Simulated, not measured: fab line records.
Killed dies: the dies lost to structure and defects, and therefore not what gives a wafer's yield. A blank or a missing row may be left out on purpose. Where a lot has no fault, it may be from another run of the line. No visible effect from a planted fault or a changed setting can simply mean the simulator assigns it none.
Tool commonality check	flow sky130	Sample size 13 lots and 39 wafers

## WHY IT WAS OPENED
Of 13 lots, 1 have the reading DNWELL_TW flagged at SKY_DNWELL_TW_MEAS_09. Fault-free wafers read 1120, with a standard deviation of 9.
Rule: a lot is flagged in two cases, either no wafer of it has a number, or all its wafers with numbers fall more than 4 standard deviations from that mean. As for the other lots, they are considered sound.

lot	measured	on	DNWELL_TW, wafer by wafer	flag
L323	day 3 09:23	film-metro-02	1130 1128 1125	
L324	day 3 12:38	film-metro-01	1112 1107 1102	
L327	day 4 05:11	film-metro-01	1127 1122 1122	
L328	day 4 15:30	film-metro-01	30 30 30	FLAGGED
L332	day 5 10:04	film-metro-02	1134 1132 1132	
L333	day 5 16:23	film-metro-01	1121 1113 1116	
L338	day 6 17:10	film-metro-02	1126 1129 1132	
L339	day 7 00:19	film-metro-04	1110 1113 1112	
L340	day 7 05:31	film-metro-02	1130 1135 1131	
L341	day 7 08:59	film-metro-02	1133 1133 1137	
L343	day 7 22:50	film-metro-01	1118 1111 1116	
L344	day 8 09:07	film-metro-04	1114 1106 1113	
L345	day 8 13:35	film-metro-04	1119 1115 1117	
Flagged lots average 30: -1090 relative to the usual, that is -99 or more standard deviations.

## WHICH TOOL RAN EACH LOT
The record keeps 1 process step preceding the reading, out of 708 steps on the route. Each cell gives the tool, then ch followed by the chambers the sampled wafers passed through, then the start.
lot	flag	SKY_DNWELL_EXPOSE_04
L323		iline-stepper-02 ch 0, day 3 00:59
L324		iline-stepper-02 ch 0, day 3 05:08
L327		iline-stepper-02 ch 0, day 3 22:10
L328	FLAGGED	iline-stepper-02 ch 0, day 4 07:05
L332		iline-stepper-02 ch 0, day 5 00:56
L333		iline-stepper-01 ch 0, day 5 07:19
L338		iline-stepper-01 ch 0, day 6 08:16
L339		iline-stepper-01 ch 0, day 6 14:50
L340		iline-stepper-01 ch 0, day 6 19:29
L341		iline-stepper-02 ch 0, day 6 23:26
L343		iline-stepper-01 ch 0, day 7 12:49
L344		iline-stepper-01 ch 0, day 7 22:32
L345		iline-stepper-01 ch 0, day 8 03:25
What the steps here do:
- SKY_DNWELL_EXPOSE_04: exposes mask DNM, target cd 3000 nm.
- SKY_DNWELL_TW_MEAS_09

## FLAGGED AGAINST TOTAL, ONE TOOL AT A TIME (gauges that did the reading follow at the end)
step	tool	lots run	flagged	share of the flagged lots	sound lots run after its first flagged lot
SKY_DNWELL_EXPOSE_04	iline-stepper-01	7	0	none	-
SKY_DNWELL_EXPOSE_04	iline-stepper-02	6	1	all	2 (L332,L341)
SKY_DNWELL_TW_MEAS_09	film-metro-01	5	1	all	2 (L333,L343)
SKY_DNWELL_TW_MEAS_09	film-metro-02	5	0	none	-
SKY_DNWELL_TW_MEAS_09	film-metro-04	3	0	none	-

## WHAT IS ALLOWED BY THE TABLE
iline-stepper-02 at SKY_DNWELL_EXPOSE_04 and film-metro-01 at SKY_DNWELL_TW_MEAS_09 are the 2 rows of the table that ran each flagged lot.
- iline-stepper-02 at SKY_DNWELL_EXPOSE_04: 1 of its 6 lots flagged. After the first flagged lot (L332, L341), sound lots still ran on it; a lasting fault on the whole tool would not permit that.
- film-metro-01 at SKY_DNWELL_TW_MEAS_09: 1 of its 5 lots flagged. After the first flagged lot (L333, L343), sound lots still ran on it; a lasting fault on the whole tool would not permit that.
There is no row in the table that ran each flagged lot and no sound lot after the first.

## WHAT THE SIMULATOR HAD INSERTED
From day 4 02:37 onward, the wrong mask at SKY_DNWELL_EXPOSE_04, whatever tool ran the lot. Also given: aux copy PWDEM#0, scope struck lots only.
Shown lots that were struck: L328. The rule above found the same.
